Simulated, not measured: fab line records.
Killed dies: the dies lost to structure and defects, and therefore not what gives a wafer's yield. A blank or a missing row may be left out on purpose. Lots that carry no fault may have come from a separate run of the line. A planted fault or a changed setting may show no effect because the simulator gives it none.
Code-filled problem report in 8D (eight disciplines) form ; flow sky130 ; the parts of the form that need people (team, actions taken, sign-off) are left out

## 1. WHAT WENT WRONG
Wafers free of any fault read 637 (standard deviation 3.9) for LDD_P_TW at SKY_LDD_P_TW_MEAS_11, against a mean of 598 on 6 wafers of 2 lots. Measured from the usual mean, that is -10 standard deviations.
The first sign was on wafer L720.1 at day 21 21:35, on film-metro-03. At this step, 39 wafers from 13 lots have a number in the record. By rule, "out" or "out of limits" means more than 4 standard deviations away from the usual mean. Any other wafer with a number is counted as sound.

## 2. WHAT IT IS; WHAT IT IS NOT
question;is;is not
which readings at this step;LDD_P_TW;-
which lots;L720, L722;L716, L717, L719, L728, L729, L730, L731, L732, L733, L734, L735
which wafers of those lots;all that have a number;-
read on which gauges;film-metro-01, film-metro-03;film-metro-02
when;from day 21 21:35;"up to then (9 sound wafers); but 24 sound wafers of L728, L729, L730, L731, L732, L733, L734, L735 came after"

## 3. WHAT RULES OUT EACH SUSPECT
Counting: a tool stays on the suspect list if, at a process step up to the reading, it processed all lots that are out and no sound lot following the first of them.
- ruled out: the gauge at SKY_LDD_P_TW_MEAS_11. The wafers that are out were read on 2 gauges (film-metro-01, film-metro-03).
- implanter-01 at SKY_LDD_P_IMPLANT_09: ruled out as a lasting fault. Sound lots L728, L730, L731, L734 ran on it after its first lot that is out, L720 (day 21 21:20).
Left after counting: nothing in the record.

## 4. THE CAUSE (what the simulator had put in)
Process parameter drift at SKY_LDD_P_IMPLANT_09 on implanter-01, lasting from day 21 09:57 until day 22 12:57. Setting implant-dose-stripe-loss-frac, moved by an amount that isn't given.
Counting ruled it out, wrongly: the rule takes a fault to strike every lot that its tool runs from its start on, and this one did not.

## 5. THE EFFECT CHAIN, in route order
Each row: a reading whose mean over the struck wafers that have a number lies more than 3 standard deviations from the usual. Only readings whose record carries a usual standard deviation are examined. hours: median over the lots of the time between each lot's start at the first step of this table that gives one and its start at this step. sigmas: the change, counted in usual standard deviations.
hours;step;reading;usual;on struck wafers;change;sigmas
0;SKY_LDD_P_TW_MEAS_11;LDD_P_TW;637;598;-39;-10
Later measuring or inspecting steps at which every struck wafer that the step has a row for has a number for every such reading, and none has moved that far: SKY_LDD_HVP_TW_MEAS_10.

## 6. HOW IT WOULD HAVE BEEN CAUGHT EARLIER
Counted from the fault's start at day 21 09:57, it took 12 hours until the first out-of-limits reading at a measuring or inspecting step in this record, taken at day 21 21:35.
No tool reading at SKY_LDD_P_IMPLANT_09 that has a usual standard deviation in the record was out on any struck wafer, so an alarm limit of 4 standard deviations on those readings would not have fired.
